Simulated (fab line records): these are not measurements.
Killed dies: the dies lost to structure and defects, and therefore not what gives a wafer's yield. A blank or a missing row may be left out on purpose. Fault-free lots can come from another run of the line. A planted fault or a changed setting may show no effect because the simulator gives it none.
Chamber matching :: flow gf180mcu :: 4 sister chambers for GF_V4_CMP_26 on cmp-02
The step polishes, stops on SiO2, t overpolish 15 s, target thk 0 nm. 14 wafers are shown with their chamber, then 7 later ones without.

== EACH WAFER AND ITS CHAMBER ==
wafer: L105.3
chamber: 0
motorCurrentA (A): 11.1
timeToEndpointS (s): 82
platenRpm (rpm): 60.01

wafer: L105.4
chamber: 1
motorCurrentA (A): 9.6
timeToEndpointS (s): 84
platenRpm (rpm): 59.97

wafer: L105.5
chamber: 1
motorCurrentA (A): 10.1
timeToEndpointS (s): 83
platenRpm (rpm): 59.98

wafer: L107.1
chamber: 3
motorCurrentA (A): 11.2
timeToEndpointS (s): 86
platenRpm (rpm): 60.04

wafer: L107.3
chamber: 1
motorCurrentA (A): 9.7
timeToEndpointS (s): 80
platenRpm (rpm): 59.95

wafer: L107.6
chamber: 1
motorCurrentA (A): 10.3
timeToEndpointS (s): 82
platenRpm (rpm): 59.93

wafer: L108.2
chamber: 2
motorCurrentA (A): 14.8
timeToEndpointS (s): 78
platenRpm (rpm): 60.00

wafer: L108.3
chamber: 1
motorCurrentA (A): 10.0
timeToEndpointS (s): 84
platenRpm (rpm): 60.00

wafer: L108.4
chamber: 3
motorCurrentA (A): 11.4
timeToEndpointS (s): 87
platenRpm (rpm): 60.01

wafer: L111.3
chamber: 0
motorCurrentA (A): 11.5
timeToEndpointS (s): 81
platenRpm (rpm): 60.00

wafer: L111.4
chamber: 2
motorCurrentA (A): 14.3
timeToEndpointS (s): 82
platenRpm (rpm): 60.03

wafer: L111.6
chamber: 3
motorCurrentA (A): 11.1
timeToEndpointS (s): 91
platenRpm (rpm): 59.93

wafer: L112.1
chamber: 3
motorCurrentA (A): 11.6
timeToEndpointS (s): 88
platenRpm (rpm): 60.05

wafer: L112.2
chamber: 2
motorCurrentA (A): 13.7
timeToEndpointS (s): 82
platenRpm (rpm): 59.96

SIGNATURES, as means of the wafers listed above
reading: motorCurrentA
chamber 0: 11.300
chamber 1: 9.940
chamber 2: 14.267
chamber 3: 11.325
scatter within a chamber: 0.341

reading: timeToEndpointS
chamber 0: 81.50
chamber 1: 82.60
chamber 2: 80.67
chamber 3: 88.00
scatter within a chamber: 1.91

reading: platenRpm
chamber 0: 60.0050
chamber 1: 59.9660
chamber 2: 59.9967
chamber 3: 60.0075
scatter within a chamber: 0.0378
Rule: for each reading, subtract the chamber's mean from the wafer's reading, divide by that reading's scatter and square the result; add these up over the readings and take the root, which gives the wafer's distance from the chamber. If the next closest chamber is less than 2 further off than the closest, the wafer can't be placed; otherwise it belongs to the closest. The scatter: the root of (the sum of the squares of (reading less its chamber's mean) over the shown wafers, divided by (wafers less chambers)).

== WAFERS WITHOUT THEIR CHAMBER ==
wafer: L112.3
motorCurrentA (A): 9.7
timeToEndpointS (s): 82
platenRpm (rpm): 60.01

wafer: L113.3
motorCurrentA (A): 11.3
timeToEndpointS (s): 87
platenRpm (rpm): 60.00

wafer: L113.5
motorCurrentA (A): 14.5
timeToEndpointS (s): 80
platenRpm (rpm): 59.99

wafer: L113.6
motorCurrentA (A): 9.7
timeToEndpointS (s): 82
platenRpm (rpm): 59.97

wafer: L118.3
motorCurrentA (A): 10.7
timeToEndpointS (s): 83
platenRpm (rpm): 59.95

wafer: L118.4
motorCurrentA (A): 15.0
timeToEndpointS (s): 90
platenRpm (rpm): 60.02

wafer: L118.6
motorCurrentA (A): 9.2
timeToEndpointS (s): 85
platenRpm (rpm): 59.97

== CHAMBER TAKEN BY EACH ==
wafer: L112.3
from the rows above: 1
in truth: 1

wafer: L113.3
from the rows above: 3
in truth: 3

wafer: L113.5
from the rows above: 2
in truth: 2

wafer: L113.6
from the rows above: 1
in truth: 1

wafer: L118.3
from the rows above: can't be placed: 1 or 0 or 3
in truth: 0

wafer: L118.4
from the rows above: 2
in truth: 2

wafer: L118.6
from the rows above: 1
in truth: 1
6 of 7 placed correctly. From these rows, 1 cannot be placed; in 1 the true chamber is one of the candidates. Number placed wrongly: 0.
